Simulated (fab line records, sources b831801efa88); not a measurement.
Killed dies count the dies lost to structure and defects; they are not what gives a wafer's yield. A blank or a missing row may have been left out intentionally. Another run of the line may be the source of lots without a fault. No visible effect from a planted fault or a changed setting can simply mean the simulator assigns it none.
2 desks, one fault :: flow gf180mcu :: every desk sees just its own numbers, and what lay behind them comes last

== METROLOGY DESK ==
Means of the sampled wafers that have a number, per lot and without regard to the tool the lot ran on: this is what the gauges read. If a lot's mean is further than 4 standard deviations from the usual mean, the lot is out of limits and carries the mark OUT (the distance appears in the brackets).
Columns: A = cd-nm at GF_M3_CD_MEAS_14, usual 280.0 nm; B = cd-nm at GF_V4_CD_MEAS_14, usual 259.8 nm
lot: L516
first seen here: day 21 12:02
A: 279.7
B: 259.8

lot: L519
first seen here: day 23 01:21
A: 279.4
B: 257.9

lot: L520
first seen here: day 23 08:51
A: 278.9
B: 260.3

lot: L521
first seen here: day 23 14:31
A: 270.9 (-7.0) OUT
B: 261.7

lot: L522
first seen here: day 23 22:34
A: 265.8 (-11) OUT
B: 261.0

lot: L524
first seen here: day 24 17:58
A: 274.4 (-4.3) OUT
B: 259.9

lot: L533
first seen here: day 27 10:11
A: 280.5
B: 259.6

lot: L534
first seen here: day 27 17:19
A: 282.2
B: 260.7

lot: L535
first seen here: day 28 04:13
A: 280.9
B: 258.6

lot: L536
first seen here: day 28 11:41
A: 279.1
B: 258.5

lot: L537
first seen here: day 28 15:10
A: 279.0
B: 259.4

lot: L538
first seen here: day 28 18:52
A: 279.1
B: 258.8
This desk finds L521, L522, L524 out of limits, L521 being first, at day 23 14:31 (cd-nm at GF_M3_CD_MEAS_14). L516, L519, L520, L533, L534, L535, L536, L537, L538: within limits.

== AT THE TOOL OWNER'S DESK: krf-scanner-01 ==
The tool's own readings at GF_M3_EXPOSE_11 (exposes mask Metal3, target cd 280 nm): means of the sampled wafers that have a number, for each lot that ran on this tool. If a lot's mean is further than 4 standard deviations from the usual mean, the lot is out of limits and carries the mark OUT (the distance appears in the brackets).
Columns: A = stage-vel-mm-s at GF_M3_EXPOSE_11, usual 499.98 mm/s
lot: L519
first seen here: day 22 14:05
A: 499.81

lot: L520
first seen here: day 22 21:15
A: 500.33

lot: L521
first seen here: day 23 03:38
A: 500.19

lot: L522
first seen here: day 23 11:43
A: 500.20

lot: L524
first seen here: day 24 07:29
A: 499.74

lot: L533
first seen here: day 27 00:40
A: 499.80

lot: L534
first seen here: day 27 07:07
A: 499.94

lot: L536
first seen here: day 28 02:17
A: 499.40

lot: L538
first seen here: day 28 09:18
A: 500.04
This desk's finding: nothing out of limits on any of the 9 lots.

== BROUGHT TOGETHER ==
The metrology desk could have raised an alarm at day 23 14:31, on L521, L522, L524.
Nothing out of limits was seen by the tool owner's desk.
The tool owner's desk has L521, L522, L524 on record, within its limits.
Every lot named ran GF_M3_EXPOSE_11 on krf-scanner-01.

== WHAT THE SIMULATOR HAD PUT IN ==
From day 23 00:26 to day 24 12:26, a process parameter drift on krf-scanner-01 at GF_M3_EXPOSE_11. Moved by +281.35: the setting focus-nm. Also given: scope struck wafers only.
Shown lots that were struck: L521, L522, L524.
Delay in hours, fault start to first out-of-limits reading, per desk: metrology desk 14.
